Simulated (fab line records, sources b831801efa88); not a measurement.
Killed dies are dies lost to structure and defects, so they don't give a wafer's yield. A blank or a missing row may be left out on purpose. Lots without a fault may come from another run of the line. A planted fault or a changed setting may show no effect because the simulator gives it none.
Chamber matching | flow sky130 | SKY_VIA2_CMP_02 on cmp-02: 4 sister chambers
The step polishes SiO2. 4 wafers are shown with their chamber, then 12 later ones without.

WAFERS WITH THEIR CHAMBER
wafer  | chamber | motor_current_A (A)
L090.2 | 2       | 12.6
L091.2 | 3       | 9.2
L091.5 | 1       | 12.4
L091.6 | 0       | 10.9

WAFERS WITHOUT THEIR CHAMBER
wafer  | motor_current_A (A)
L092.1 | 12.5
L092.2 | 10.4
L092.5 | 13.3
L093.2 | 10.9
L093.3 | 12.4
L093.4 | 9.2
L096.4 | 10.4
L096.5 | 13.0
L096.6 | 10.2
L097.2 | 11.0
L097.5 | 8.9
L097.6 | 12.2

WHICH CHAMBER EACH WENT THROUGH
wafer  | from the rows above     | in truth
L092.1 | can't be placed: 1 or 2 | 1
L092.2 | can't be placed: 0 or 3 | 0
L092.5 | can't be placed: 2 or 1 | 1
L093.2 | 0                       | 0
L093.3 | can't be placed: 1 or 2 | 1
L093.4 | 3                       | 3
L096.4 | can't be placed: 0 or 3 | 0
L096.5 | can't be placed: 2 or 1 | 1
L096.6 | can't be placed: 0 or 3 | 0
L097.2 | 0                       | 0
L097.5 | 3                       | 3
L097.6 | can't be placed: 1 or 2 | 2
Placed correctly: 4 of 12. Can't be placed from these rows: 8 (the true chamber is among the candidates in 8). Placed wrongly: 0.
How it was worked out, from the rows above alone: a wafer's distance from a chamber is the root of the sum, over the readings, of the square of ((its reading less the chamber's mean) divided by the reading's scatter). The wafer belongs to the nearest chamber; if the next one is less than 2 further off, it can't be placed. A chamber's mean is the mean of its shown wafers. The scatter: with one shown wafer a chamber, the root of the mean of the squares of how far each hidden wafer lies from its nearest shown one.
